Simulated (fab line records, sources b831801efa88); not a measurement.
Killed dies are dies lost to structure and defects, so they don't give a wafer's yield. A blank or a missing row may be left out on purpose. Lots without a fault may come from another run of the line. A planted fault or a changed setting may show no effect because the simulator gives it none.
fab line records | flow gf180mcu | part 1 of 2: steps 1 to 27 of 36
record lots=5 wafers=15 last_day=34
route steps=602 shown STI@10 DNWELL@32 NWELL@42
lots that met no fault: from a run of the same line without faults
start_h: hours from the record's first day to the start of the lot's first wafer shown | wait_h: hours since the lot's step before | " the same as in the row above | L1.1+2: a row that stands for several wafers | - no value, or no start given | * or withheld: withheld | < > ~ a bound
route shown NAME@n: a module of which the file shows steps, and the number in the route of the first | usual: mean/standard deviation of fault-free wafers | same: alike in all rows | chamber/n: place in a boat | sites: the reading at each site | _std_site: their standard deviation | _edge_site: outer sites' mean less inner sites' | radius_mm: how far each site lies from the wafer's centre | mask NAME#n: copy n | behind: the tool/chamber that last shaped the wafer | hold: why the lot was held/for how many hours/how that ended | device: the transistor (n, p or np) that didn't switch | end of line: the same wafers' tests at the end of the route | a step without rows: its recipe alone | killed: dies lost to structure and defects at the first sort, not the wafer's yield | map: a wafer's dies, x killed, . not, _ none there
set.NAME: the setting as run; set.NAME@STEP: as run at that earlier step | model.NAME: the simulator's own value behind a step, which no gauge read
lots at some steps of the route; a table a step, a row a wafer
services: from which hour (start_h, from the record's first day; less than 0 if before it) a tool's chamber was out of use, for how many hours, and why
## steps
# step GF_STI_EXPOSE_09
# recipe mask_id=COMP target_cd_nm=220 na=0.68 source_shape=conventional sigma_outer=0.6 dose_mj=28
# columns lot.wafer tool chamber start_h wait_h mask
L075.2+4+5 krf_scanner-01 0 - - COMP#0
L084.3+4+6 krf_scanner-02 0 - - COMP#0
L091.3+4+6 krf_scanner-01 0 - - COMP#0
L095.1+2+6 krf_scanner-02 0 - - COMP#0
L097.1+3+6 krf_scanner-02 0 - - COMP#0
# step GF_STI_PEB_10
# recipe peb_temp_c=135 peb_time_s=90 resist=KrF
# usual exhaust_pa=45.2/0.8 heater_power_total_W=85.71/0.082
# columns lot.wafer tool chamber start_h wait_h exhaust_pa heater_power_total_W
L075.2 litho_track-04 0 - - 45.4 85.63
L075.4 " 0 " " 45.5 85.73
L075.5 " 0 " " 43.9 85.71
L084.3 litho_track-01 0 - - 45.2 85.76
L084.4 " 0 " " 46.0 85.81
L084.6 " 0 " " 44.5 85.77
L091.3 litho_track-03 0 - - 44.9 85.75
L091.4 " 0 " " 44.8 85.66
L091.6 " 0 " " 46.5 85.56
L095.1 litho_track-04 0 - - 45.4 85.50
L095.2 " 0 " " 45.1 85.78
L095.6 " 0 " " 44.6 85.72
L097.1 litho_track-04 0 - - 44.9 85.60
L097.3 " 0 " " 44.7 85.70
L097.6 " 0 " " 46.3 85.64
# step GF_STI_DEVELOP_11
# recipe develop_time_s=60 dev_temp_c=21
# usual exhaust_pa=45.1/0.83
# columns lot.wafer tool chamber start_h wait_h exhaust_pa
L075.2 litho_track-04 0 29.92 0.2 44.5
L075.4 " 0 " " 44.6
L075.5 " 0 " " 44.5
L084.3 litho_track-01 0 77.06 0.1 44.7
L084.4 " 0 " " 44.7
L084.6 " 0 " " 45.5
L091.3 litho_track-03 0 113.01 0.1 43.8
L091.4 " 0 " " 44.4
L091.6 " 0 " " 45.3
L095.1 litho_track-04 0 133.19 0.2 44.7
L095.2 " 0 " " 46.1
L095.6 " 0 " " 45.5
L097.1 litho_track-04 0 143.29 0.2 45.5
L097.3 " 0 " " 45.8
L097.6 " 0 " " 45.8
# step GF_STI_CD_MEAS_12
# recipe target_cd_nm=220
# usual cd_nm=220.0/1.7
# columns lot.wafer tool chamber start_h wait_h cd_nm
L075.2 cd_sem-02 - 30.06 0.1 218.5
L075.4 " - " " 219.8
L075.5 " - " " 219.0
L084.3 cd_sem-01 - 77.20 0.1 219.6
L084.4 " - " " 219.8
L084.6 " - " " 218.4
L091.3 cd_sem-01 - 113.26 0.2 219.2
L091.4 " - " " 219.5
L091.6 " - " " 220.9
L095.1 cd_sem-01 - 133.34 0.1 220.2
L095.2 " - " " 219.1
L095.6 " - " " 219.6
L097.1 cd_sem-01 - 143.44 0.1 222.6
L097.3 " - " " 223.4
L097.6 " - " " 222.4
# step GF_STI_ETCH_13
# recipe chemistry=CHF3/O2 stop_on=Si over_etch_frac=0.3 target_depth_a=2823.1 source_w=600 bias_w=200 pressure_mtorr=40 chf3_flow_sccm=50 O2_flow_sccm=5 time_s=112.9
# usual drypump_motor_current_A=5.7/0.34 oes_product_au=0.833/0.0073 throttle_valve_pct=8.810/0.0094
# columns lot.wafer tool chamber start_h wait_h drypump_motor_current_A oes_product_au rf_hours_counter_h throttle_valve_pct
L075.2 rie_diel-02 3 30.16 0.1 6.0 0.814 46 8.810
L075.4 " 2 " " 6.4 0.822 2 8.816
L075.5 " 2 " " 6.4 0.831 - 8.804
L084.3 rie_diel-03 1 77.28 0.1 5.7 0.834 78 8.802
L084.4 " 3 " " 5.8 0.839 10 8.800
L084.6 " 3 " " 5.9 0.827 - 8.814
L091.3 rie_diel-03 0 113.34 0.1 5.9 0.829 158 8.799
L091.4 " 1 " " 5.7 0.834 79 8.803
L091.6 " 3 " " 5.8 0.827 - 8.816
L095.1 rie_diel-02 3 133.46 0.1 6.1 0.829 49 8.807
L095.2 " 0 " " 5.7 0.840 128 8.837
L095.6 " 1 " " 5.3 0.831 - 8.809
L097.1 rie_diel-02 0 143.56 0.1 5.7 0.821 128 8.808
L097.3 " 2 " " 6.4 0.819 5 8.804
L097.6 " 1 " " 5.3 0.826 - 8.800
# step GF_STI_ETCH_14
# recipe target=Si chemistry=HBr/Cl2/O2 target_depth_nm=360 icp_w=600 bias_w=150 pressure_mtorr=15 HBr_flow_sccm=150 Cl2_flow_sccm=40 O2_flow_sccm=6 time_s=102.9
# usual drypump_motor_current_A=5.8/0.42 oes_product_au=1.002/0.015 throttle_valve_pct=25.655/0.013
# columns lot.wafer tool chamber start_h wait_h drypump_motor_current_A oes_product_au rf_hours_counter_h throttle_valve_pct
L075.2 rie_si-02 0 30.24 0.0 5.5 1.007 3 25.646
L075.4 " 1 " " 5.7 0.990 - 25.661
L075.5 " 0 " " 5.5 1.006 - 25.653
L084.3 rie_si-02 2 77.36 0.0 6.6 0.983 142 25.659
L084.4 " 1 " " 5.7 0.995 2 25.674
L084.6 " 1 " " 5.7 0.983 - 25.672
L091.3 rie_si-02 1 113.42 0.0 5.7 0.965 3 25.682
L091.4 " 0 " " 5.5 1.008 4 25.661
L091.6 " 0 " " 5.5 1.011 - 25.641
L095.1 rie_si-01 0 133.54 0.0 6.3 1.004 0 25.665
L095.2 " 1 " " 5.3 1.011 81 25.648
L095.6 " 1 " " 5.3 1.014 - 25.658
L097.1 rie_si-01 2 143.64 0.0 5.8 0.985 85 25.674
L097.3 " 3 " " 5.7 0.978 2 25.671
L097.6 " 1 " " 5.3 0.998 - 25.667
# step GF_STI_STRIP_15
# recipe chemistry=O2/N2 power_w=1400 pressure_mtorr=1500 platen_temp_c=250 o2_flow_sccm=3000 n2_flow_sccm=300 overash_fraction=0.5
# usual drypump_motor_current_A=5.81/0.16 heater_power_w=322/27 o2_flow_sccm=2999/9.6 oes_product_au=0.384/0.0049 platen_temp_c=250.01/0.15 strip_time_to_endpoint_s=3.74/0.056
# columns lot.wafer tool chamber start_h wait_h drypump_motor_current_A heater_power_w o2_flow_sccm oes_product_au platen_temp_c rf_hours_counter_h strip_time_to_endpoint_s
L075.2 plasma_asher-01 0 30.32 0.0 6.02 280 2995 0.378 249.90 38 3.72
L075.4 " 0 " " 5.99 284 2999 0.387 249.94 - 3.84
L075.5 " 0 " " 6.01 283 2979 0.381 249.86 - 3.76
L084.3 plasma_asher-02 0 77.46 0.1 5.66 335 3005 0.376 249.93 - 3.76
L084.4 " 1 " " 5.61 344 2989 0.388 249.90 - 3.78
L084.6 " 0 " " 5.67 340 2994 0.380 249.90 - 3.81
L091.3 plasma_asher-01 1 113.53 0.1 5.88 345 2993 0.383 249.92 - 3.79
L091.4 " 0 " " 6.07 274 2979 0.379 250.03 - 3.71
L091.6 " 1 " " 5.86 346 2992 0.388 250.02 - 3.74
L095.1 plasma_asher-01 0 133.62 0.0 5.99 275 2997 0.385 249.99 50 3.82
L095.2 " 1 " " 5.89 335 3000 0.380 250.15 50 3.70
L095.6 " 0 " " 5.98 270 2993 0.379 250.06 - 3.64
L097.1 plasma_asher-02 0 143.72 0.0 5.62 338 3008 0.375 249.69 33 3.77
L097.3 " 1 " " 5.64 340 2998 0.387 250.23 - 3.88
L097.6 " 1 " " 5.62 342 2987 0.382 250.10 - 3.70
# step GF_STI_CLEAN_16
# recipe chemistry=dHF time_s=25 dilution=100:1
# columns lot.wafer tool chamber start_h wait_h
L075.2+4+5 wet_bench-01 2 30.42 0.1
L084.3+4+6 wet_bench-03 3 77.53 0.0
L091.3+4+6 wet_bench-04 3 113.60 0.0
L095.1+2+6 wet_bench-04 1 133.72 0.1
L097.1+3+6 wet_bench-03 2 143.82 0.1
# step GF_STI_WET_ETCH_17
# recipe chemistry=H3PO4 target_depth_nm=45 temp_c=160 target=Si3N4 time_s=514
# columns lot.wafer tool chamber start_h wait_h
L075.2+4+5 wet_bench-03 2 30.43 0.0
L084.3+4+6 wet_bench-01 1 77.55 0.0
L091.3+4+6 wet_bench-04 1 113.61 0.0
L095.1+2+6 wet_bench-01 3 133.73 0.0
L097.1+3+6 wet_bench-01 0 143.83 0.0
# step GF_STI_CLEAN_18
# recipe chemistry=SC1/SC2 mix=1:4:20 temp_c=70 time_s=150
# columns lot.wafer tool chamber start_h wait_h
L075.2+4+5 wet_bench-04 1 30.58 0.0
L084.3+4+6 wet_bench-04 1 77.70 0.0
L091.3+4+6 wet_bench-04 0 113.78 0.0
L095.1+2+6 wet_bench-04 2 133.88 0.0
L097.1+3+6 wet_bench-03 1 143.98 0.0
# step GF_STI_CLEAN_19
# recipe chemistry=dHF time_s=20 dilution=100:1
# columns lot.wafer tool chamber start_h wait_h
L075.2+4+5 wet_bench-01 2 30.63 0.0
L084.3+4+6 wet_bench-03 3 77.75 0.0
L091.3+4+6 wet_bench-04 3 113.83 0.0
L095.1+2+6 wet_bench-03 3 133.93 0.0
L097.1+3+6 wet_bench-04 3 144.04 0.0
# step GF_STI_WET_ETCH_20
# recipe chemistry=dHF dilution=100:1 target_depth_nm=20 temp_c=25 dry=ipa_marangoni target=SiO2 time_s=400
# columns lot.wafer tool chamber start_h wait_h
L075.2+4+5 wet_bench-03 2 30.65 0.0
L084.3+4+6 wet_bench-01 2 77.77 0.0
L091.3+4+6 wet_bench-04 2 113.85 0.0
L095.1+2+6 wet_bench-01 1 133.95 0.0
L097.1+3+6 wet_bench-01 1 144.05 0.0
# step GF_STI_OXIDATION_21
# recipe temp_c=1000 ambient=O2 stabilise_s=600 purge_s=300 target_thk_a=150 ox_time_s=458
# usual tube_center_temp_C=1000/0.09 zone_power_top_pct=41/6
# same ox_time_s=458
# columns lot.wafer tool chamber start_h wait_h tube_center_temp_C zone_power_top_pct
L075.2 furnace-01 0 32.67 1.9 999.98 36
L075.4 " 0 " " 999.99 35
L075.5 " 0 " " 999.98 36
L084.3 furnace-01 0 77.89 0.0 999.98 35
L084.4 " 0 " " 999.86 36
L084.6 " 0 " " 999.93 36
L091.3 furnace-01 0 113.98 0.0 1000 36
L091.4 " 0 " " 1000.1 36
L091.6 " 0 " " 1000.2 36
L095.1 furnace-01 0 134.07 0.0 1000 36
L095.2 " 0 " " 1000 36
L095.6 " 0 " " 999.98 36
L097.1 furnace-02 0 144.17 0.0 1000.1 48
L097.3 " 0 " " 1000 48
L097.6 " 0 " " 1000 48
# step GF_STI_THK_MEAS_22
# recipe reads=SiO2_of_STI_OXIDATION_21
# usual STI_OXIDATION_01_THK=14.75/0.25
# columns lot.wafer tool chamber start_h wait_h STI_OXIDATION_01_THK[nm]
L075.2 film_metro-02 - 33.81 0.0 14.64
L075.4 " - " " 14.73
L075.5 " - " " 14.77
L084.3 film_metro-03 - 79.03 0.0 14.55
L084.4 " - " " 14.61
L084.6 " - " " 14.46
L091.3 film_metro-03 - 115.13 0.0 14.33
L091.4 " - " " 14.34
L091.6 " - " " 14.18
L095.1 film_metro-01 - 135.19 0.0 14.40
L095.2 " - " " 14.48
L095.6 " - " " 14.53
L097.1 film_metro-03 - 145.30 0.0 14.53
L097.3 " - " " 14.64
L097.6 " - " " 14.45
# step GF_STI_CVD_23
# recipe material=SiO2 target_thk_nm=650 sigma_open_frac=0.3 time_s=108.3 temp_c=600 sih4_flow_sccm=60 pressure_mtorr=6
# columns lot.wafer tool chamber start_h wait_h
L075.2+4+5 hdpcvd-02 0,2,0 33.86 0.0
L084.3+4+6 hdpcvd-02 2,1,2 79.07 0.0
L091.3+4+6 hdpcvd-01 1,2,1 115.17 0.0
L095.1+2+6 hdpcvd-02 0,2,0 135.25 0.1
L097.1+3+6 hdpcvd-02 2,0,1 145.36 0.1
# step GF_STI_THK_MEAS_24
# recipe reads=SiO2_of_STI_CVD_23
# usual STI_CVD_23_THK=653/7.1
# columns lot.wafer tool chamber start_h wait_h STI_CVD_23_THK[nm]
L075.2 film_metro-02 - 33.94 0.0 661
L075.4 " - " " 655
L075.5 " - " " 660
L084.3 film_metro-02 - 79.17 0.1 653
L084.4 " - " " 659
L084.6 " - " " 659
L091.3 film_metro-01 - 115.26 0.1 656
L091.4 " - " " 651
L091.6 " - " " 657
L095.1 film_metro-02 - 135.33 0.0 669
L095.2 " - " " 659
L095.6 " - " " 666
L097.1 film_metro-01 - 145.44 0.0 653
L097.3 " - " " 651
L097.6 " - " " 650
# step GF_STI_CMP_25
# recipe stop_on=Si3N4 t_overpolish_s=33 down_force_psi=4 platen_rpm=60 target_thk_nm=524.6 pad_velocity_m_s=0.94248
# usual motor_current_A=12.1/1.4 overpolish_run_s=33.000/0.0096 slurry_filter_dp_kPa=13.49/0.14 time_to_endpoint_s=121/6.1
# columns lot.wafer tool chamber start_h wait_h motor_current_A overpolish_run_s slurry_filter_dp_kPa time_to_endpoint_s
L075.2 cmp-01 0 33.99 0.0 11.6 32.999 13.47 133
L075.4 " 3 " " 12.3 32.989 13.33 127
L075.5 " 0 " " 11.2 33.005 13.47 126
L084.4 cmp-01 0 79.21 0.0 11.1 33.006 13.48 120
L084.3 " 2 " " 10.3 33.011 13.36 118
L084.6 " 1 " " 13.8 32.990 13.30 124
L091.3 cmp-01 2 115.35 0.1 10.2 32.994 13.41 122
L091.4 " 0 " " 11.3 33.009 13.69 117
L091.6 " 1 " " 14.1 33.019 13.68 119
L095.2 cmp-01 3 135.39 0.0 13.0 33.011 13.51 118
L095.1 " 2 " " 10.4 33.002 13.53 123
L095.6 " 3 " " 12.4 33.014 13.63 120
L097.1 cmp-01 2 145.55 0.1 10.6 32.985 13.48 119
L097.3 " 3 " " 12.0 32.989 13.42 124
L097.6 " 1 " " 14.3 33.004 13.48 126
# step GF_STI_WET_ETCH_26
# recipe chemistry=dHF target_depth_nm=94 target=SiO2 temp_c=25 dilution=10:1 time_s=188
# columns lot.wafer tool chamber start_h wait_h
L075.2+4+5 wet_bench-04 1 34.29 0.2
L084.3+4+6 wet_bench-04 1 79.51 0.1
L091.3+4+6 wet_bench-03 3 115.60 0.2
L095.1+2+6 wet_bench-01 2 135.69 0.1
L097.1+3+6 wet_bench-03 3 145.80 0.2
# step GF_STI_WET_ETCH_27
# recipe chemistry=H3PO4 target_depth_nm=160 target=Si3N4 temp_c=160 time_s=1825
# columns lot.wafer tool chamber start_h wait_h
L075.2+4+5 wet_bench-01 2 34.35 0.0
L084.3+4+6 wet_bench-03 3 79.58 0.0
L091.3+4+6 wet_bench-04 0 115.66 0.0
L095.1+2+6 wet_bench-04 1 135.75 0.0
L097.1+3+6 wet_bench-01 3 145.86 0.0
# step GF_STI_WET_ETCH_28
# recipe chemistry=dHF target_depth_nm=20 dry=ipa_marangoni target=SiO2 temp_c=25 dilution=10:1 time_s=40
# columns lot.wafer tool chamber start_h wait_h
L075.2+4+5 wet_bench-04 0 34.87 0.0
L084.3+4+6 wet_bench-01 1 80.09 0.0
L091.3+4+6 wet_bench-03 0 116.26 0.0
L095.1+2+6 wet_bench-03 2 136.27 0.0
L097.1+3+6 wet_bench-04 1 146.38 0.0
# step GF_STI_OXIDATION_29
# recipe temp_c=900 ambient=O2 stabilise_s=600 purge_s=300 target_thk_a=100 ox_time_s=1418
# usual tube_center_temp_C=900/0.085 zone_power_top_pct=37/4.8
# same ox_time_s=1418
# columns lot.wafer tool chamber start_h wait_h tube_center_temp_C zone_power_top_pct
L075.2 furnace-02 0 34.89 0.0 900.15 40
L075.4 " 0 " " 899.93 40
L075.5 " 0 " " 899.95 39
L084.3 furnace-02 0 80.89 0.8 899.99 40
L084.4 " 0 " " 899.99 40
L084.6 " 0 " " 899.92 41
L091.3 furnace-01 0 116.28 0.0 900.02 30
L091.4 " 0 " " 900 30
L091.6 " 0 " " 900.01 29
L095.1 furnace-02 0 136.29 0.0 899.95 40
L095.2 " 0 " " 900.12 40
L095.6 " 0 " " 899.91 40
L097.1 furnace-01 0 146.67 0.3 899.85 30
L097.3 " 0 " " 899.94 30
L097.6 " 0 " " 900.06 30
# step GF_STI_THK_MEAS_30
# recipe reads=SiO2_of_STI_OXIDATION_29
# usual STI_OXIDATION_02_THK=9.90/0.19
# columns lot.wafer tool chamber start_h wait_h STI_OXIDATION_02_THK[nm]
L075.2 film_metro-02 - 36.29 0.0 9.84
L075.4 " - " " 9.88
L075.5 " - " " 9.98
L084.3 film_metro-03 - 82.30 0.0 9.96
L084.4 " - " " 10.02
L084.6 " - " " 9.88
L091.3 film_metro-03 - 117.69 0.0 9.93
L091.4 " - " " 9.78
L091.6 " - " " 10.05
L095.1 film_metro-02 - 137.68 0.0 9.91
L095.2 " - " " 10.00
L095.6 " - " " 10.05
L097.1 film_metro-01 - 148.07 0.0 9.80
L097.3 " - " " 9.61
L097.6 " - " " 9.66
# step GF_DNWELL_DEHYDRATE_00
# recipe temp_c=200 time_s=60
# usual exhaust_pa=44.8/0.89 heater_power_total_W=160.37/0.13
# columns lot.wafer tool chamber start_h wait_h exhaust_pa heater_power_total_W
L075.2 litho_track-02 0 41.83 5.5 45.6 160.43
L075.4 " 0 " " 45.0 160.35
L075.5 " 0 " " 46.5 160.52
L084.3 litho_track-02 0 88.25 5.9 43.7 160.64
L084.4 " 0 " " 43.8 160.42
L084.6 " 0 " " 43.8 160.39
L091.3 litho_track-01 0 123.96 6.3 45.0 160.55
L091.4 " 0 " " 43.7 160.40
L091.6 " 0 " " 44.1 160.36
L095.1 litho_track-02 0 144.30 6.6 44.3 160.35
L095.2 " 0 " " 44.3 160.24
L095.6 " 0 " " 45.3 160.25
L097.1 litho_track-01 0 154.81 6.7 45.0 160.39
L097.3 " 0 " " 44.0 160.46
L097.6 " 0 " " 45.2 160.36
# step GF_DNWELL_HMDS_01
# recipe prime_time_s=60 prime_temp_c=120
# usual exhaust_pa=45.2/0.88
# same prime_time_s=60
# columns lot.wafer tool chamber start_h wait_h exhaust_pa
L075.2 litho_track-02 0 41.98 0.1 45.6
L075.4 " 0 " " 45.7
L075.5 " 0 " " 45.9
L084.3 litho_track-02 0 88.40 0.1 45.3
L084.4 " 0 " " 45.8
L084.6 " 0 " " 45.0
L091.3 litho_track-01 0 124.11 0.1 44.8
L091.4 " 0 " " 44.9
L091.6 " 0 " " 44.7
L095.1 litho_track-02 0 144.45 0.1 44.9
L095.2 " 0 " " 46.3
L095.6 " 0 " " 45.4
L097.1 litho_track-01 0 154.96 0.1 44.3
L097.3 " 0 " " 44.0
L097.6 " 0 " " 44.6
# step GF_DNWELL_COAT_02
# recipe spin_rpm=2000 resist_thk_nm=3000
# usual exhaust_pa=44.7/0.8
# columns lot.wafer tool chamber start_h wait_h exhaust_pa
L075.2 litho_track-02 0 42.13 0.1 45.4
L075.4 " 0 " " 44.5
L075.5 " 0 " " 44.5
L084.3 litho_track-02 0 88.55 0.1 42.9
L084.4 " 0 " " 44.3
L084.6 " 0 " " 44.7
L091.3 litho_track-01 0 124.26 0.1 45.0
L091.4 " 0 " " 44.1
L091.6 " 0 " " 44.8
L095.1 litho_track-02 0 144.60 0.1 44.0
L095.2 " 0 " " 44.3
L095.6 " 0 " " 44.5
L097.1 litho_track-01 0 155.11 0.1 45.0
L097.3 " 0 " " 45.0
L097.6 " 0 " " 44.8
# step GF_DNWELL_SOFTBAKE_03
# recipe temp_c=110 time_s=withheld
# usual exhaust_pa=45.1/0.96 heater_power_total_W=65.33/0.14
# columns lot.wafer tool chamber start_h wait_h exhaust_pa heater_power_total_W
L075.2 litho_track-02 0 42.29 0.1 44.7 65.22
L075.4 " 0 " " 42.9 65.52
L075.5 " 0 " " 44.1 65.47
L084.3 litho_track-02 0 88.72 0.1 44.9 65.40
L084.4 " 0 " " 43.7 65.19
L084.6 " 0 " " 44.7 65.38
L091.3 litho_track-01 0 124.42 0.1 44.4 65.14
L091.4 " 0 " " 44.8 65.02
L091.6 " 0 " " 43.4 65.38
L095.1 litho_track-02 0 144.75 0.1 45.2 65.35
L095.2 " 0 " " 46.1 65.35
L095.6 " 0 " " 46.3 65.46
L097.1 litho_track-01 0 155.26 0.1 44.4 65.16
L097.3 " 0 " " 45.0 65.17
L097.6 " 0 " " 44.4 65.44
# step GF_DNWELL_EXPOSE_04
# recipe mask_id=DNWELL target_cd_nm=1700 na=0.6 source_shape=conventional sigma_outer=0.6 dose_mj=260
# columns lot.wafer tool chamber start_h wait_h mask
L075.2+4+5 iline_stepper-01 0 - - DNWELL#0
L084.3+4+6 iline_stepper-02 0 - - DNWELL#0
L091.3+4+6 iline_stepper-02 0 - - DNWELL#0
L095.1+2+6 iline_stepper-02 0 - - DNWELL#0
L097.1+3+6 iline_stepper-01 0 - - DNWELL#0
